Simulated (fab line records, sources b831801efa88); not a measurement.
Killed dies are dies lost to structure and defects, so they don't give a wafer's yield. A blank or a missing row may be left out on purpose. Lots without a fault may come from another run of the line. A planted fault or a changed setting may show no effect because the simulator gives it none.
One fault seen from 2 desks | flow sfq_line | each desk has only its own numbers; what lay behind them comes last

THE METROLOGY DESK
What the gauges read, lot by lot, whatever tool the lot ran on: means of the sampled wafers that have a number. A lot is out of limits, marked OUT, if its mean lies more than 4 standard deviations from the usual mean; the brackets give that distance.
Columns: A = L0_MONX_KI_RS at SFQ_L0_RS_MEAS_901, usual 43.8 ohm/sq; B = L0_MONX_KI_THK at SFQ_L0_THK_MEAS_902, usual 39.8 nm; C = M0_OVL at SFQ_M0_OVL_MEAS_906, usual 1 nm; D = I1_OVL at SFQ_I1_OVL_MEAS_913, usual 0 nm
lot  | first seen here | A              | B              | C  | D
L135 | day 1 12:34     | 44.2           | 39.6           | 7  | 4
L136 | day 1 17:35     | 42.9           | 40.7           | 0  | 2
L137 | day 1 22:34     | 44.0           | 39.7           | -0 | 0
L138 | day 2 03:34     | 44.1           | 39.4           | -5 | -3
L139 | day 2 08:34     | 43.8           | 39.8           | 10 | 4
L140 | day 2 13:34     | 44.1           | 39.7           | 0  | 6
L141 | day 2 18:34     | 43.3           | 40.4           | -1 | -3
L142 | day 2 23:34     | 43.8           | 39.6           | -2 | -2
L143 | day 3 04:34     | 43.7           | 39.7           | 4  | -5
L144 | day 3 09:34     | 43.1           | 40.5           | 5  | -6
L146 | day 3 19:35     | 44.3           | 39.6           | -1 | -4
L147 | day 4 00:35     | 43.8           | 40.0           | 14 | -2
L156 | day 5 21:34     | 61.1 (+29) OUT | 28.4 (-20) OUT | 4  | 5
L157 | day 6 02:35     | 62.5 (+31) OUT | 28.0 (-21) OUT | -6 | -2
This desk's finding: out of limits on L156, L157; first on L156, day 5 21:34 (L0_MONX_KI_RS at SFQ_L0_RS_MEAS_901). In limits: L135, L136, L137, L138, L139, L140, L141, L142, L143, L144, L146, L147.

THE TOOL OWNER'S DESK: pvd_sputter-05
The tool's own readings at SFQ_TRILAYER_L0_DEP_SPUTTER_003 (material MoNx KI, target thk 40 nm, time 100 s): means of the sampled wafers that have a number, for each lot that ran on this tool. A lot is out of limits, marked OUT, if its mean lies more than 4 standard deviations from the usual mean; the brackets give that distance.
Columns: A = chamber_pressure_pa at SFQ_TRILAYER_L0_DEP_SPUTTER_003, usual 0.3998 Pa; B = throttle_valve_pct at SFQ_TRILAYER_L0_DEP_SPUTTER_003, usual 29.4 %
lot  | first seen here | A      | B
L136 | day 1 17:29     | 0.3996 | 29.5
L138 | day 2 03:29     | 0.4004 | 29.3
L139 | day 2 08:29     | 0.3997 | 29.5
L140 | day 2 13:29     | 0.3990 | 29.1
L147 | day 4 00:29     | 0.3993 | 29.4
L156 | day 5 21:29     | 0.3992 | 28.9
L157 | day 6 02:29     | 0.3994 | 29.4
This desk's finding: nothing out of limits on any of the 7 lots.

PUT TOGETHER
The metrology desk could have raised an alarm at day 5 21:34, on L156, L157.
The tool owner's desk saw nothing out of limits.
The tool owner's desk has L156, L157 on record, within its limits.
Of the lots named, all ran SFQ_TRILAYER_L0_DEP_SPUTTER_003 on pvd_sputter-05.

WHAT THE SIMULATOR HAD PUT IN
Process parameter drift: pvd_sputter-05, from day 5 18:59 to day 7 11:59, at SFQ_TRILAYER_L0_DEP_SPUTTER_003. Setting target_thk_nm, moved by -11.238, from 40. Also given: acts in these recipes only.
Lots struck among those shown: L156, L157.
Hours from the fault's start to each desk's first reading out of limits: the metrology desk, 3.
